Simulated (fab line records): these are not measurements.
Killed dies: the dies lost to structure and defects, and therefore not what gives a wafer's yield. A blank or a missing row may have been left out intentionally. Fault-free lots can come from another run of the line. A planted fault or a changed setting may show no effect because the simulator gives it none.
Problem report in the 8D (eight disciplines) form, filled by code / flow sky130 / the parts of the form that need people (team, actions taken, sign-off) are left out

1. THE PROBLEM
VIA1_HDPCVD_THK at SKY_VIA1_THK_MEAS_01 reads a mean of 1121 nm on 3 wafers of 3 lots; wafers without a fault read 1028 nm with a standard deviation of 10. That is +9.3 standard deviations from the usual mean.
The first sign was on wafer L361.1 at day 34 17:25, on filmMetro-03. The record has a number at this step for 34 wafers belonging to 12 lots. By rule, "out" or "out of limits" means more than 4 standard deviations away from the usual mean. Any other wafer with a number is counted as sound.

2. WHAT THIS IS AND IS NOT
question=which readings at this step | is=VIA1_HDPCVD_THK | is not=-
question=which lots | is=L361, L362, L363 | is not=L356, L357, L368, L369, L372, L373, L375, L377, L378
question=which wafers of those lots | is=L361.1, L362.1, L363.2 | is not=L361.6, L362.3, L362.4, L363.6
question=read on which gauges | is=filmMetro-03, filmMetro-04 | is not=filmMetro-02
question=when | is=from day 34 17:25 | is not=up to then (7 sound wafers); but 24 sound wafers of L362, L363, L368, L369, L372, L373, L375, L377, L378 came after

3. THE SUSPECTS, EACH WITH WHAT RULES IT OUT
Counting: any tool at a process step up to the reading remains a suspect provided it ran every lot that is out. Sound lots after the first of them don't rule it out here, since some wafers of a struck lot are sound.
- the gauge at SKY_VIA1_THK_MEAS_01: ruled out. The wafers that are out were read on 2 gauges (filmMetro-03, filmMetro-04).
- hdpcvd-02 at SKY_VIA1_HDPCVD_00 (deposits SiO2, target thk 1030 nm, time 171.7 s): kept. Ran every lot that is out, first one L361 (day 34 17:18); last sound lot up to then L357 (day 33 00:29). Its own readings are out on those wafers: runLengthS.
Left after counting: hdpcvd-02 at SKY_VIA1_HDPCVD_00.

4. THE CAUSE (what the simulator had put in)
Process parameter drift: hdpcvd-02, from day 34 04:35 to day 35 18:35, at SKY_VIA1_HDPCVD_00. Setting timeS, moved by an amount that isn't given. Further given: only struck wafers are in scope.
Counting left only this tool.

5. SEQUENCE OF EFFECTS, ordered by route
Each row: a reading where the mean over the struck wafers with a number is more than 3 standard deviations away from the usual. Readings are gone through only where the record gives a usual standard deviation; hours: the median, over the lots, of the time from a lot's start at the first step in this table giving one to that lot's start at this step; sigmas: the change measured in usual standard deviations.
hours=0; step=SKY_VIA1_HDPCVD_00; reading=runLengthS; usual=199.8 s; on struck wafers=215.8; change=+16.0; sigmas=+27
hours=0; step=SKY_VIA1_THK_MEAS_01; reading=VIA1_HDPCVD_THK; usual=1028 nm; on struck wafers=1121; change=+93; sigmas=+9.3
Process steps it contains:
- SKY_VIA1_HDPCVD_00: deposits SiO2, target thk 1030 nm, time 171.7 s.
Later steps that measure or inspect, where all struck wafers having a row at the step show a number for every such reading and not one has moved that far: SKY_VIA1_BOW_MEAS_03.

6. HOW IT WOULD HAVE BEEN CAUGHT EARLIER
In this record the first reading out of limits at a measuring or inspecting step was taken at day 34 17:25, 13 hours after the fault began at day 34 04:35.
The tool's own readings at SKY_VIA1_HDPCVD_00 were out on every struck wafer that the step has a row for (runLengthS): an alarm limit on them would have fired on the first of those.
L362, L363, from the lots that are out (3), started SKY_VIA1_HDPCVD_00 on hdpcvd-02 later than day 34 17:25. A hold on the tool at that time would have spared those 2.
